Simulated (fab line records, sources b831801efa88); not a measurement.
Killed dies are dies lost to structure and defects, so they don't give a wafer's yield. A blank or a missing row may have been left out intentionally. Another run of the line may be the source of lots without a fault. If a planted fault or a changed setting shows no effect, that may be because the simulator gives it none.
A struck lot beside a sound one | flow sfq_line | 24 steps out of a route of 325
Sound: the wafers L301.1, L301.5, L301.6. Struck: wafers L307.2, L307.3, L307.4. The cause is named last.
Each step with rows lists, per side, the tool, then ch with its chambers, then its first start. Under that, the readings that differ: sound wafers | struck wafers | difference of the means | sigmas: that difference in standard deviations of wafers without a fault.
alike: readings with means less than 2 such deviations apart, plus words and numbers identical on both sides. not compared: withheld readings, readings lacking a value on some wafer, bounds such as >300 that could conceal the same value, and numbers that have no deviation in the record and whose values overlap.
The two part at a step that has a row with sigmas, a row that says differs or no value, or rows on one side only. Non-overlapping numbers with no deviation appear without sigmas and do not part them. A reading that every wafer of one side lacks parts them only if that side has two wafers or more.

first, 2 steps without rows for these wafers: SFQ_TRILAYER_I1_VIA_STRIP_SOLV_CLEAN_054 (cleans in NMP, time 600 s); SFQ_TRILAYER_M2_DEP_PRE_CLEAN_056 (time 22.5 s).
SFQ_TRILAYER_M2_DEP_SPUTTER_055: material Nb, target thk 200 nm, time 133.3 s.
  struck on pvd_sputter-05, day 33 01:21; sound on pvd_sputter-05, day 29 05:54
  alike: resputter_cathode_voltage_v, throttle_valve_pct
SFQ_M2_RS_MEAS_914: a four-point-probe measurement.
  struck on film_metro-03, day 33 01:28; sound on film_metro-02, day 29 05:59
  alike: M2_NB_RS
then, 6 steps without rows for these wafers: SFQ_TRILAYER_M2_LITHO_COAT_062 (resist thk 62 nm); SFQ_TRILAYER_M2_LITHO_COAT_057 (resist thk 600 nm); SFQ_TRILAYER_M2_LITHO_SOFTBAKE_061; SFQ_TRILAYER_M2_LITHO_EXPOSE_058 (exposes mask M2, target cd 500 nm); SFQ_TRILAYER_M2_LITHO_PEB_060 (peb time 60 s); SFQ_TRILAYER_M2_LITHO_DEVELOP_059 (time 60 s).
SFQ_M2_OVL_MEAS_916:
  struck on overlay-01, day 33 03:53; sound on overlay-01, day 29 08:25
  reading     | sound  | struck  | difference | sigmas
  M2_OVL (nm) | 16 4 7 | -4 2 -7 | -12        | -2
SFQ_TRILAYER_M2_BARC_OPEN_METAL_ETCH_077: etches BARC in O2, target depth 125 nm, time 41.7 s.
  sound on rie_metal-01 ch 0,1, day 29 08:28; struck on rie_metal-03 ch 0,1, day 33 03:55
  no value came back on the struck wafers for bias_w (W), chamber_pressure_mTorr (mTorr), drypump_motor_current_A (A), oes_product_au (a.u.); on the sound wafers bias_w (W) reads 80.01 80.39 79.67
  reading                                             | sound           | struck            | difference | sigmas
  model.KrF_of_TRILAYER_M2_LITHO_COAT_057.thk_nm (nm) | 522 525.3 522.6 | 575.6 574.2 573.7 | +51.2      |
  not compared: rf_hours_counter_h
SFQ_TRILAYER_M2_ETCH_METAL_ETCH_060: etches Nb in Cl2/Ar, stops on SiO2, target depth 240 nm, time 120 s.
  sound on rie_metal-01 ch 0,1, day 29 08:31; struck on rie_metal-03 ch 0,1, day 33 03:58
  reading                                             | sound             | struck            | difference | sigmas
  oes_product_au (a.u.)                               | 0.887 0.885 0.880 | 0.377 0.378 0.377 | -0.507     | -86
  model.KrF_of_TRILAYER_M2_LITHO_COAT_057.thk_nm (nm) | 379.5 384 380.7   | 436.1 433.4 433.1 | +52.8      |
  alike: bias_w, chamber_pressure_mTorr, drypump_motor_current_A
  not compared: rf_hours_counter_h
SFQ_TRILAYER_M2_STRIP_STRIP_061: strips in O2.
  sound on rie_metal-01 ch 0,1, day 29 08:38; struck on rie_metal-03 ch 0,1, day 33 04:05
  alike: drypump_motor_current_A, oes_product_au
  not compared: rf_hours_counter_h
then, 1 step without rows for these wafers: SFQ_TRILAYER_M2_STRIP_SOLV_CLEAN_062 (cleans in NMP, time 600 s).
SFQ_TRILAYER_I2_DEP_PECVD_063: deposits SiO2 from SiH4/N2O, time 111.11 s, target thk 500 nm.
  sound on pecvd-02 ch 0,1, day 29 09:25; struck on pecvd-03 ch 0,2, day 33 04:52
  alike: chamber_pressure_Torr, heater_power_outer_w, heater_power_w, showerhead_vpp_V, throttle_valve_pct
SFQ_TRILAYER_I2_CMP_CMP_064: polishes SiO2.
  sound on cmp-01 ch 1,2, day 29 09:30; struck on cmp-02 ch 0,1,2, day 33 08:35
  alike: motor_current_A, time_to_endpoint_s
SFQ_I2_BOW_MEAS_917:
  struck on film_metro-01, day 33 11:06; sound on film_metro-04, day 29 12:30
  alike: I2_BOW
SFQ_TRILAYER_I2_METRO_MEASURE_065:
  struck on film_metro-01, day 33 11:24; sound on film_metro-04, day 29 12:37
  alike: thk_nm
then, 3 steps without rows for these wafers: SFQ_TRILAYER_I2_VIA_LITHO_COAT_072 (resist thk 62 nm); SFQ_TRILAYER_I2_VIA_LITHO_COAT_067 (resist thk 650 nm); SFQ_TRILAYER_I2_VIA_LITHO_SOFTBAKE_071.
-- the record jumps here: 5 days lie between the struck wafers' starts before and after --
SFQ_TRILAYER_I2_VIA_LITHO_EXPOSE_068: exposes mask I2, target cd 500 nm.
  struck on krf_scanner-01, day 38 18:16; sound on krf_scanner-01 ch 0, day 29 23:53
  no value came back on the struck wafers for exposure_dose_mJ_cm2, focus_offset_nm (nm), stage_vel_mm_s (mm/s); on the sound wafers exposure_dose_mJ_cm2 reads 21.345 21.329 21.365
  alike: mask
then, 1 step without rows for these wafers: SFQ_TRILAYER_I2_VIA_LITHO_PEB_070 (peb time 60 s).

WHERE THEY PART
At SFQ_M2_OVL_MEAS_916 first; at SFQ_TRILAYER_I2_VIA_LITHO_EXPOSE_068 last (within this record only).

WHY: what had been put in by the simulator
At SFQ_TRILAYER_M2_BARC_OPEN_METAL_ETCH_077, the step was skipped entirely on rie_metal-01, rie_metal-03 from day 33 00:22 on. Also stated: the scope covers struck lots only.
